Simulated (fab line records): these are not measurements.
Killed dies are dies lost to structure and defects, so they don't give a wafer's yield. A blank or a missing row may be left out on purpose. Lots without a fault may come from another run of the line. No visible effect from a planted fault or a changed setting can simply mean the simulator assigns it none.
Chamber matching / flow sky130 / SKY_FIELD_ISO_ETCH_17 on rieSi-02: 4 sister chambers
The step etches Si in HBr/Cl2/O2, target depth 342 nm, time 97.7 s. 4 wafers are shown with their chamber, then 8 later ones without.

WAFERS, EACH WITH ITS CHAMBER
wafer=L780.4; chamber=1; drypumpMotorCurrentA (A)=5.5
wafer=L784.2; chamber=3; drypumpMotorCurrentA (A)=5.8
wafer=L784.3; chamber=0; drypumpMotorCurrentA (A)=5.9
wafer=L788.1; chamber=2; drypumpMotorCurrentA (A)=5.2

WAFERS WITH NO CHAMBER GIVEN
wafer=L788.2; drypumpMotorCurrentA (A)=5.9
wafer=L788.6; drypumpMotorCurrentA (A)=5.2
wafer=L790.4; drypumpMotorCurrentA (A)=5.7
wafer=L790.5; drypumpMotorCurrentA (A)=5.9
wafer=L790.6; drypumpMotorCurrentA (A)=5.5
wafer=L791.1; drypumpMotorCurrentA (A)=5.7
wafer=L791.2; drypumpMotorCurrentA (A)=5.2
wafer=L791.4; drypumpMotorCurrentA (A)=5.5

WHICH CHAMBER EACH ONE RAN IN
wafer=L788.2; from the rows above=0; in truth=0
wafer=L788.6; from the rows above=2; in truth=2
wafer=L790.4; from the rows above=3; in truth=3
wafer=L790.5; from the rows above=0; in truth=0
wafer=L790.6; from the rows above=1; in truth=1
wafer=L791.1; from the rows above=3; in truth=3
wafer=L791.2; from the rows above=2; in truth=2
wafer=L791.4; from the rows above=1; in truth=1
8 of 8 placed correctly. From these rows, 0 cannot be placed. Number placed wrongly: 0.
How it was worked out, from the rows above alone: a wafer's distance from a chamber is the root of the sum, over the readings, of the square of ((its reading less the chamber's mean) divided by the reading's scatter). The wafer belongs to the nearest chamber; if the next one is less than 2 further off, it can't be placed. The mean given for a chamber averages the wafers shown for that chamber. The scatter: with one shown wafer a chamber, the root of the mean of the squares of how far each hidden wafer lies from its nearest shown one.
